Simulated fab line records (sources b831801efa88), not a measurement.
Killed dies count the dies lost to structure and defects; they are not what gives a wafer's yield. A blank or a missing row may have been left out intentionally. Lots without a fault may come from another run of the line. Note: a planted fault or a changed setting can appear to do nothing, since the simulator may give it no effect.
Chamber matching | flow gf180mcu | GF_V3_CVD_02 on pecvd-01 has 3 sister chambers
The step deposits SiO2 from TEOS, target thk 850 nm, time 94.851 s. 14 wafers are shown with their chamber, then 7 later ones without.

WAFERS PAIRED WITH THEIR CHAMBERS
wafer  | chamber | heaterPowerW (W)
L077.1 | 2       | 633
L077.3 | 0       | 748
L077.5 | 2       | 664
L081.1 | 0       | 689
L081.2 | 1       | 636
L081.4 | 2       | 646
L082.2 | 1       | 595
L082.5 | 2       | 664
L082.6 | 0       | 602
L084.2 | 2       | 669
L084.5 | 1       | 656
L084.6 | 0       | 779
L089.1 | 1       | 646
L089.2 | 0       | 783

SIGNATURES (means of the wafers above)
reading      | chamber 0 | chamber 1 | chamber 2 | scatter within a chamber
heaterPowerW | 720.20    | 633.25    | 655.20    | 48.8
Rule: a wafer lies at a distance from a chamber equal to the root of the sum of squares, over the readings, of (its reading less the chamber's mean, divided by the reading's scatter). The wafer belongs to the nearest chamber; if the next one is less than 2 further off, it can't be placed. How the scatter is found: for the shown wafers, subtract from each reading the mean of its chamber, square and add these, divide the total by (wafers less chambers), then take the root.

WAFERS WHOSE CHAMBER IS MISSING
wafer  | heaterPowerW (W)
L089.3 | 568
L089.4 | 621
L089.5 | 595
L089.6 | 520
L096.2 | 510
L096.3 | 623
L096.4 | 702

THE CHAMBER EACH PASSED THROUGH
wafer  | from the rows above          | in truth
L089.3 | can't be placed: 1 or 2 or 0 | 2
L089.4 | can't be placed: 1 or 2 or 0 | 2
L089.5 | can't be placed: 1 or 2 or 0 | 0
L089.6 | can't be placed: 1 or 2 or 0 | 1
L096.2 | can't be placed: 1 or 2 or 0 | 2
L096.3 | can't be placed: 1 or 2 or 0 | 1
L096.4 | can't be placed: 0 or 2 or 1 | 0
Correct placement for 0 of the 7. These rows do not allow placing 7 (true chamber among the candidates in 7). 0 placed wrongly.
